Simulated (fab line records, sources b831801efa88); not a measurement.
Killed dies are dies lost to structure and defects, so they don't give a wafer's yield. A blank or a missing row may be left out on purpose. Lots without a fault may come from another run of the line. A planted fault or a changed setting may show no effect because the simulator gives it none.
fab line records | flow sky130
record lots=11 wafers=33 last_day=49
route steps=708 shown FIELD_ISO@3 METAL3@566 VIA3@597 METAL5@677 PAD_OPEN@708
lots that met no fault: from a run of the same line without faults
start_h: hours from the record's first day to the start of the lot's first wafer shown | wait_h: hours since the lot's step before | " the same as in the row above | L1.1+2: a row that stands for several wafers | - no value, or no start given | * or withheld: withheld | < > ~ a bound
route shown NAME@n: a module of which the file shows steps, and the number in the route of the first | usual: mean/standard deviation of fault-free wafers | same: alike in all rows | chamber/n: place in a boat | sites: the reading at each site | _std_site: their standard deviation | _edge_site: outer sites' mean less inner sites' | radius_mm: how far each site lies from the wafer's centre | mask NAME#n: copy n | behind: the tool/chamber that last shaped the wafer | hold: why the lot was held/for how many hours/how that ended | device: the transistor (n, p or np) that didn't switch | end of line: the same wafers' tests at the end of the route | a step without rows: its recipe alone | killed: dies lost to structure and defects at the first sort, not the wafer's yield | map: a wafer's dies, x killed, . not, _ none there
set.NAME: the setting as run; set.NAME@STEP: as run at that earlier step | model.NAME: the simulator's own value behind a step, which no gauge read
steps of the route over a sample of lots; a table a step, a row a wafer
services: from which hour (start_h, from the record's first day; less than 0 if before it) a tool's chamber was out of use, for how many hours, and why
## steps
# step SKY_FIELD_ISO_THK_MEAS_02
# recipe reads=SiO2_of_FIELD_ISO_OXIDATION_01
# usual FIELD_ISO_OXIDATION_00_THK=12.02/0.23
# columns lot.wafer tool chamber start_h wait_h FIELD_ISO_OXIDATION_00_THK[nm]
L426.2 film_metro-04 - 16.64 0.0 11.92
L426.3 " - " " 12.28
L426.4 " - " " 11.96
L429.1 film_metro-01 - 33.04 0.0 12.06
L429.3 " - " " 12.17
L429.6 " - " " 11.93
L430.1 film_metro-02 - 37.03 0.0 12.01
L430.3 " - " " 11.97
L430.5 " - " " 11.99
L431.3 film_metro-02 - 41.65 0.0 12.21
L431.4 " - " " 12.16
L431.5 " - " " 12.15
L434.1 film_metro-02 - 57.36 0.0 12.39
L434.5 " - " " 12.39
L434.6 " - " " 12.29
L436.1 film_metro-02 - 67.03 0.0 12.21
L436.5 " - " " 12.14
L436.6 " - " " 12.02
L438.2 film_metro-01 - 77.32 0.0 12.25
L438.5 " - " " 12.35
L438.6 " - " " 12.05
L439.4 film_metro-02 - 81.66 0.0 11.45
L439.5 " - " " 11.68
L439.6 " - " " 11.90
L440.1 film_metro-04 - 86.63 0.0 12.52
L440.2 " - " " 12.58
L440.3 " - " " 12.38
L441.3 film_metro-04 - 92.40 0.0 12.05
L441.4 " - " " 11.97
L441.5 " - " " 11.98
L446.1 film_metro-04 - 117.26 0.0 11.86
L446.3 " - " " 11.83
L446.4 " - " " 11.91
# step SKY_METAL3_ETCH_16
# recipe chemistry=N2/H2 target=BARC ion_energy_ev=200 bias_w=100 pressure_mtorr=30 n2_flow_sccm=100 h2_flow_sccm=200 icp_w=500 stop_on=SiO2 time_s=88.2 target_depth_a=600
# usual drypump_motor_current_A=6.0/0.46 h2_flow_sccm=199.9/0.59 oes_product_au=0.625/0.0042 run_length_s=116.3/0.4 throttle_valve_pct=13.204/0.0082
# columns lot.wafer tool chamber start_h wait_h drypump_motor_current_A h2_flow_sccm oes_product_au rf_hours_counter_h run_length_s throttle_valve_pct
L426.2 rie_metal-03 1 906.28 0.0 6.2 200.0 0.626 10 116.1 13.202
L426.3 " 0 " " 5.7 197.8 0.620 - 116.7 13.198
L426.4 " 1 " " 6.2 199.6 0.626 - 116.2 13.210
L430.1 rie_metal-01 0 934.39 0.0 5.0 200.7 0.624 10 117.3 13.205
L430.3 " 0 " " 4.9 200.5 0.620 - 117.0 13.190
L430.5 " 0 " " 5.0 199.9 0.633 - 117.2 13.197
L429.1 rie_metal-04 1 934.74 0.0 6.0 200.5 0.631 10 115.9 13.200
L429.3 " 0 " " 6.5 199.2 0.629 - 116.7 13.204
L429.6 " 0 " " 6.5 199.0 0.621 - 116.2 13.206
L431.3 rie_metal-04 0 937.28 0.0 6.5 199.9 0.619 - 116.2 13.212
L431.4 " 1 " " 6.0 200.1 0.635 - 116.5 13.221
L431.5 " 1 " " 6.0 201.4 0.630 - 115.8 13.212
L434.1 rie_metal-04 0 961.58 0.1 6.6 200.5 0.624 3 116.5 13.218
L434.5 " 0 " " 6.5 199.6 0.625 - 117.0 13.194
L434.6 " 0 " " 6.5 200.6 0.633 - 116.5 13.199
L436.1 rie_metal-04 1 980.78 0.0 6.0 199.6 0.625 11 115.9 13.188
L436.5 " 1 " " 6.0 199.5 0.615 - 116.0 13.206
L436.6 " 0 " " 6.5 199.3 0.626 - 116.3 13.211
L438.2 rie_metal-04 0 992.68 0.0 6.5 200.1 0.595 5 128.1 13.200
L438.5 " 0 " " 6.6 199.8 0.599 - 128.3 13.200
L438.6 " 1 " " 6.0 200.2 0.594 - 127.5 13.218
L439.4 rie_metal-03 0 996.62 0.0 5.8 200.2 0.626 - 116.7 13.209
L439.5 " 0 " " 5.8 199.8 0.620 - 116.4 13.209
L439.6 " 1 " " 6.2 199.3 0.638 - 116.2 13.199
L440.1 rie_metal-04 0 1003.93 0.0 6.5 199.8 0.590 6 128.4 13.197
L440.2 " 1 " " 6.0 199.1 0.596 13 127.4 13.194
L440.3 " 1 " " 6.0 200.1 0.598 - 127.6 13.210
L441.3 rie_metal-03 0 1012.88 0.0 5.7 200.9 0.624 - 117.0 13.214
L441.4 " 1 " " 6.2 199.7 0.619 - 116.1 13.221
L441.5 " 1 " " 6.2 199.3 0.625 - 116.1 13.196
L446.1 rie_metal-01 0 1037.12 0.0 5.0 199.4 0.623 16 117.3 13.207
L446.3 " 1 " " 5.7 199.5 0.629 - 115.8 13.198
L446.4 " 0 " " 5.0 199.5 0.624 - 117.1 13.207
# step SKY_VIA3_CMP_24
# recipe stop_on=SiO2 t_overpolish_s=20 down_force_psi=3.5 platen_rpm=60 target_thk_nm=0 pad_velocity_m_s=0.94248
# usual motor_current_A=10.8/0.98 overpolish_run_s=20.000/0.0093 time_to_endpoint_s=92/3
# same t_overpolish_s=20
# columns lot.wafer tool chamber start_h wait_h motor_current_A overpolish_run_s time_to_endpoint_s
L426.2 cmp-02 3 933.48 0.0 10.3 19.995 92
L426.3 " 0 " " 10.5 19.997 92
L426.4 " 1 " " 13.3 19.997 91
L430.1 cmp-02 2 961.86 0.1 10.7 20.001 91
L430.3 " 0 " " 10.8 20.017 90
L430.5 " 2 " " 10.1 19.991 89
L429.3 cmp-01 3 961.90 0.0 10.3 19.992 96
L429.1 " 0 " " 12.6 20.002 97
L429.6 " 3 " " 10.7 20.009 95
L431.4 cmp-01 2 964.60 0.1 9.5 19.997 94
L431.3 " 3 " " 10.2 20.014 95
L431.5 " 1 " " 10.3 19.997 95
L434.1 cmp-01 0 988.33 0.1 12.0 19.991 93
L434.6 " 3 " " 10.3 19.999 93
L434.5 " 0 " " 12.3 20.000 88
L436.1 cmp-02 2 1006.72 0.2 10.7 19.979 91
L436.6 " 3 " " 10.2 20.002 89
L436.5 " 0 " " 11.1 19.994 93
L438.2 cmp-01 2 1018.96 0.3 10.1 20.000 90
L438.6 " 0 " " 12.0 20.011 86
L438.5 " 1 " " 10.5 20.020 88
L439.4 cmp-01 1 1024.05 0.6 10.4 19.991 88
L439.6 " 2 " " 10.0 20.009 87
L439.5 " 3 " " 11.1 20.004 94
L440.2 cmp-02 0 1029.69 0.0 10.5 20.000 89
L440.1 " 2 " " 10.8 20.003 91
L440.3 " 3 " " 10.9 19.997 88
L441.4 cmp-02 2 1039.03 0.1 10.7 20.008 93
L441.3 " 0 " " 10.4 20.006 90
L441.5 " 2 " " 10.4 20.010 92
L446.3 cmp-01 3 1061.06 0.0 11.1 19.988 90
L446.4 " 1 " " 10.2 19.999 89
L446.1 " 2 " " 9.8 19.994 89
# step SKY_METAL5_STRIP_16
# recipe chemistry=O2/N2 power_w=1400 pressure_mtorr=1500 platen_temp_c=withheld o2_flow_sccm=3000 n2_flow_sccm=300 overash_fraction=0.5
# usual drypump_motor_current_A=5.6/0.4 oes_product_au=0.711/0.0045 strip_time_to_endpoint_s=13.08/0.13
# columns lot.wafer tool chamber start_h wait_h drypump_motor_current_A oes_product_au rf_hours_counter_h strip_time_to_endpoint_s
L426.2 plasma_asher-03 1 1032.16 0.2 4.9 0.716 94 12.98
L426.3 " 1 " " 4.9 0.705 - 13.06
L426.4 " 0 " " 6.1 0.705 - 12.94
L430.1 plasma_asher-04 0 1057.21 0.2 5.4 0.717 63 12.85
L430.3 " 0 " " 5.4 0.717 - 12.86
L430.5 " 0 " " 5.4 0.709 - 13.06
L429.1 plasma_asher-01 1 1057.51 0.2 5.7 0.717 31 13.09
L429.3 " 1 " " 5.7 0.703 - 13.15
L429.6 " 1 " " 5.7 0.711 - 13.20
L431.3 plasma_asher-01 0 1061.13 0.1 5.8 0.715 - 13.10
L431.4 " 1 " " 5.7 0.710 - 13.25
L431.5 " 0 " " 5.9 0.715 - 13.13
L434.1 plasma_asher-01 1 1082.51 0.2 5.7 0.712 34 13.07
L434.5 " 1 " " 5.7 0.708 - 13.11
L434.6 " 0 " " 5.9 0.715 - 13.26
L436.1 plasma_asher-04 0 1098.53 0.2 5.5 0.716 67 13.22
L436.5 " 1 " " 5.3 0.711 - 13.26
L436.6 " 0 " " 5.5 0.710 - 13.37
L438.2 plasma_asher-01 1 1109.71 0.2 5.7 0.709 36 12.96
L438.5 " 1 " " 5.7 0.720 - 12.97
L438.6 " 0 " " 5.9 0.706 - 12.93
L439.4 plasma_asher-01 1 1113.19 0.1 5.7 0.710 - 13.02
L439.5 " 1 " " 5.7 0.710 - 13.11
L439.6 " 0 " " 5.9 0.708 - 13.08
L440.1 plasma_asher-03 1 1117.63 0.2 5.0 0.716 103 13.04
L440.2 " 0 " " 6.1 0.709 103 13.17
L440.3 " 1 " " 5.0 0.708 - 13.00
L441.3 plasma_asher-03 0 1126.04 0.1 6.1 0.724 - 13.00
L441.4 " 1 " " 5.0 0.711 - 12.89
L441.5 " 1 " " 5.0 0.705 - 12.93
L446.1 plasma_asher-01 1 1143.93 0.2 5.7 0.718 40 13.06
L446.3 " 0 " " 5.9 0.707 - 13.24
L446.4 " 1 " " 5.7 0.711 - 12.95
# step SKY_PAD_OPEN_PROBE_99
# usual defect_limited_yield=82.4/1.9 killed_at_M0_to_M3=43/7.5 killed_at_M4_up=3.3/1.9 killed_at_contacts=24/4.6 killed_at_front_end=16/4.9 killed_at_other=0.2/0.46 killed_dies=87/9.1 killed_open=47/7.4 killed_short=39/6.6 sort_bin_3_pad_short=0.9/0.43 sort_bin_5_function=10.3/1.4 sort_bin_6_memory=6.4/1.1 sort_n_pass=405/9.1 sort_yield_pct=82.4/1.9
# same gross_dies=492 killed_at_back_side=0 sort_bin_4_leakage[%]=0 sort_bin_8_speed[%]=0
# columns lot.wafer tool chamber start_h wait_h defect_limited_yield[%] killed_at_M0_to_M3 killed_at_M4_up killed_at_contacts killed_at_front_end killed_at_other killed_dies killed_open killed_short sort_bin_3_pad_short[%] sort_bin_5_function[%] sort_bin_6_memory[%] sort_n_pass sort_yield_pct[%]
L434.1 prober-01 - 1125.65 0.1 79.9 46 4 29 20 0 99 47 51 0.4 10.6 9.1 393 79.9
L434.5 prober-01 - 1125.85 0.2 81.5 42 2 37 10 0 91 54 35 0.8 11.6 6.1 401 81.5
L434.6 prober-01 - 1125.90 0.2 80.3 41 3 19 32 2 97 57 40 0.4 12.4 6.9 395 80.3
L438.2 prober-01 - 1151.92 0.1 80.9 51 2 28 11 2 94 52 41 1.2 11.4 6.5 398 80.9
L438.5 prober-01 - 1152.07 0.2 85.4 37 3 17 15 0 72 38 34 1.2 6.3 7.1 420 85.4
L438.6 prober-01 - 1152.12 0.2 81.7 49 5 24 12 0 90 46 44 1.0 11.8 5.5 402 81.7
# killed by level:class
L434.1 LI_CONTACT:geometric_particle:open=9 CONTACT:geometric_particle:open=9 METAL1:geometric_particle:short=8 CONTACT:geometric_particle:short=7 VIA2:geometric_particle:short=7 FIELD_ISO:geometric_particle:open=6 VIA3:geometric_particle:open=6 FIELD_ISO:geometric_particle:short=5
L434.5 LI_CONTACT:geometric_particle:open=10 CONTACT:geometric_particle:short=9 CONTACT:geometric_particle:open=9 VIA1:geometric_particle:open=9 VIA3:geometric_particle:open=8 VIA2:geometric_particle:open=6 LI_CONTACT:geometric_particle:short=4 VIA1:geometric_particle:short=4
L434.6 VIA1:geometric_particle:open=11 POLY_GATE:geometric_particle:open=9 CONTACT:geometric_particle:open=8 VIA2:geometric_particle:open=7 FIELD_ISO:geometric_particle:open=6 FIELD_ISO:geometric_particle:short=6 VIA3:geometric_particle:open=6 POLY_GATE:geometric_particle:short=5
L438.2 CONTACT:geometric_particle:open=14 VIA3:geometric_particle:open=10 METAL1:geometric_particle:short=9 VIA1:geometric_particle:open=8 VIA2:geometric_particle:open=7 VIA3:geometric_particle:short=7 CONTACT:geometric_particle:short=5 FIELD_ISO:geometric_particle:open=4
L438.5 VIA1:geometric_particle:open=10 CONTACT:geometric_particle:open=9 VIA1:geometric_particle:short=7 METAL1:geometric_particle:short=5 VIA3:geometric_particle:short=4 METAL3:geometric_particle:short=4 VIA3:geometric_particle:open=4 FIELD_ISO:geometric_particle:open=3
L438.6 VIA2:geometric_particle:open=9 VIA1:geometric_particle:open=8 LI_CONTACT:geometric_particle:open=8 CONTACT:geometric_particle:open=6 VIA2:geometric_particle:short=6 VIA3:geometric_particle:open=5 FIELD_ISO:geometric_particle:open=4 FIELD_ISO:geometric_particle:short=4
## services
# columns tool chamber start_h hours kind
rie_metal-01 - 883.99 6.0 repair
plasma_asher-04 - 889.64 0.5 repair
rie_metal-04 0 893.01 4.3 repair
cmp-01 - 907.23 0.8 repair
cmp-01 - 912.00 4.0 pm
cmp-01 - 916.00 - consumable_replace:conditioner
rie_metal-04 - 928.31 0.4 repair
rie_metal-04 1 953.63 8.5 repair
plasma_asher-01 - 964.92 2.0 repair
cmp-02 - 987.43 0.3 repair
cmp-01 - 989.73 1.1 repair
rie_metal-04 - 1006.17 2.8 pm
cmp-02 - 1018.07 1.2 repair
plasma_asher-01 - 1018.81 2.8 pm
cmp-02 - 1022.31 6.0 repair
cmp-01 - 1035.27 0.4 repair
plasma_asher-03 - 1035.68 1.2 repair
rie_metal-03 - 1038.52 28.1 pm
cmp-01 - 1045.63 3.7 repair
cmp-02 - 1084.24 4.0 pm
cmp-01 - 1088.24 4.6 pm
rie_metal-01 0 1092.61 2.4 repair
rie_metal-04 - 1108.94 0.1 repair
cmp-02 - 1113.56 4.5 pm
## key
first_sign step=SKY_METAL3_ETCH_16 reading=run_length_s direction=up sigmas=29 usual=* struck=*
effect step=SKY_METAL3_ETCH_16 reading=oes_product_au direction=down sigmas=7 usual=0.625 struck=0.595
met_at SKY_METAL3_ETCH_16
struck_lots L438,L440
not_acting_at SKY_FIELD_ISO_THK_MEAS_02,SKY_VIA3_CMP_24,SKY_METAL5_STRIP_16
onset_between 980.78 992.68
fault kind=process_parameter_drift tool=rie_metal-04 chamber=- onset_h=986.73 steps=SKY_METAL3_ETCH_16 channel=time_s offset=* shape=step end_h=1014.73 acts_in=* stated=*
